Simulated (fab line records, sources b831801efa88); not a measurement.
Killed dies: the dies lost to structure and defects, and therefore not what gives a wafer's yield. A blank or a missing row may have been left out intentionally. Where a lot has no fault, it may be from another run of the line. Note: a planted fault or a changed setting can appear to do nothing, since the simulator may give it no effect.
Struck lot and sound lot, side by side || flow sky130 || 15 steps out of a route of 708
Sound: the wafers L234.2, L234.4, L234.5. Wafers struck: L241.3, L241.4, L241.6. Last of all comes the cause.
Order at every step that has rows: each side's tool, ch and its chambers, its first start. Under that, the readings that differ: sound wafers || struck wafers || difference of the means || sigmas: that difference in standard deviations of wafers without a fault.
alike: words and numbers the same on both sides, and readings whose means are apart by under 2 such deviations; not compared: readings that were withheld, readings missing a value for some wafer, numbers with overlapping values and no deviation given by the record, and bounds like >300 which may hide the same value.
A row with sigmas, a row that says differs or no value, or rows on one side alone: a step with any of these is where the two part. Non-overlapping numbers with no deviation appear without sigmas and do not part them. A reading that every wafer of one side lacks parts them only if that side has two wafers or more.

first, 2 steps without rows for these wafers: SKY_LDD_HVP_PEB_05; SKY_LDD_HVP_DEVELOP_06 (develop time 60 s).
SKY_LDD_HVP_OVL_MEAS_07:
  sound: overlay-01 at day 22 09:43; struck: overlay-01 at day 25 00:10
  alike: LDD_HVP_OVL
then, 1 step without rows for these wafers: SKY_LDD_HVP_IMPLANT_08.
SKY_LDD_HVP_STRIP_09: strips in O2/N2.
  sound on plasmaAsher-01 ch 0,1, day 22 09:53; struck on plasmaAsher-03 ch 0,1, day 25 00:22
  alike: drypumpMotorCurrentA, oesProductAu, stripTimeToEndpointS
  not compared: rfHoursCounterH
SKY_LDD_HVP_TW_MEAS_10:
  sound: filmMetro-02 at day 22 10:00; struck: filmMetro-02 at day 25 00:28
  alike: LDD_HVP_TW
then, 6 steps without rows for these wafers: SKY_LDD_LDN_DEHYDRATE_00 (time 60 s); SKY_LDD_LDN_HMDS_01 (prime time 60 s); SKY_LDD_LDN_COAT_02 (resist thk 1140 nm); SKY_LDD_LDN_SOFTBAKE_03 (time 60 s); SKY_LDD_LDN_EXPOSE_04 (exposes mask LDNTM, target cd 700 nm); SKY_LDD_LDN_PEB_05.
SKY_LDD_LDN_DEVELOP_06: develop time 60 s.
  sound on lithoTrack-02 ch 0, day 23 17:14; struck on lithoTrack-04 ch 0, day 26 06:56
{"reading": "developerTempC (C)", "sound": "22.76 22.83 22.98", "struck": "22.07 22.07 22.12", "difference": -0.77, "sigmas": -8}
SKY_LDD_LDN_OVL_MEAS_07:
  sound: overlay-01 at day 23 17:22; struck: overlay-02 at day 26 07:02
  alike: LDD_LDN_OVL
-- here the record skips 23 days between the struck wafers' starts before and after, leaving off in module LDD_LDN and picking up in module PAD_OPEN (first step shown: number 708 of the route) --
SKY_PAD_OPEN_PROBE_99:
  the record has rows for the struck wafers here (prober-01, day 49 01:14) and none for the sound ones

== WHERE THEY PART ==
Last at SKY_PAD_OPEN_PROBE_99 as far as this record goes, first at SKY_LDD_LDN_DEVELOP_06.

WHY: whatever the simulator had introduced
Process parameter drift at SKY_LDD_LDN_DEVELOP_06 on lithoTrack-04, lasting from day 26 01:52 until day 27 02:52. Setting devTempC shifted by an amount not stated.
